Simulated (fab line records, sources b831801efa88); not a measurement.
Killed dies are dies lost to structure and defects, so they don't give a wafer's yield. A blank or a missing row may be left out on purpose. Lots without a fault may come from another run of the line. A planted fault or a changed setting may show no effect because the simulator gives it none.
Chamber matching | flow sky130 | SKY_VIA3_ETCH_15 on rie_diel-01: 4 sister chambers
The step etches SiO2 in C4F8/O2/Ar, stops on TiN, target depth 507 nm, time 78 s. 4 wafers are shown with their chamber, then 7 later ones without.

WAFERS WITH THEIR CHAMBER
wafer  | chamber | run_length_s (s)
L995.2 | 3       | 105.6
L995.4 | 1       | 107.3
L996.1 | 2       | 106.1
L996.5 | 0       | 107.3

WAFERS WITHOUT THEIR CHAMBER
wafer  | run_length_s (s)
L996.6 | 106.7
L999.1 | 105.5
L999.5 | 107.3
L999.6 | 106.5
L101.1 | 106.5
L101.2 | 106.3
L101.3 | 106.7

WHICH CHAMBER EACH WENT THROUGH
wafer  | from the rows above               | in truth
L996.6 | can't be placed: 0 or 1 or 2 or 3 | 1
L999.1 | can't be placed: 3 or 2           | 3
L999.5 | can't be placed: 0 or 1           | 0
L999.6 | can't be placed: 2 or 0 or 1 or 3 | 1
L101.1 | can't be placed: 2 or 0 or 1 or 3 | 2
L101.2 | can't be placed: 2 or 3           | 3
L101.3 | can't be placed: 0 or 1 or 2 or 3 | 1
Placed correctly: 0 of 7. Can't be placed from these rows: 7 (the true chamber is among the candidates in 7). Placed wrongly: 0.
How it was worked out, from the rows above alone: a wafer's distance from a chamber is the root of the sum, over the readings, of the square of ((its reading less the chamber's mean) divided by the reading's scatter). The wafer belongs to the nearest chamber; if the next one is less than 2 further off, it can't be placed. A chamber's mean is the mean of its shown wafers. The scatter: with one shown wafer a chamber, the root of the mean of the squares of how far each hidden wafer lies from its nearest shown one.
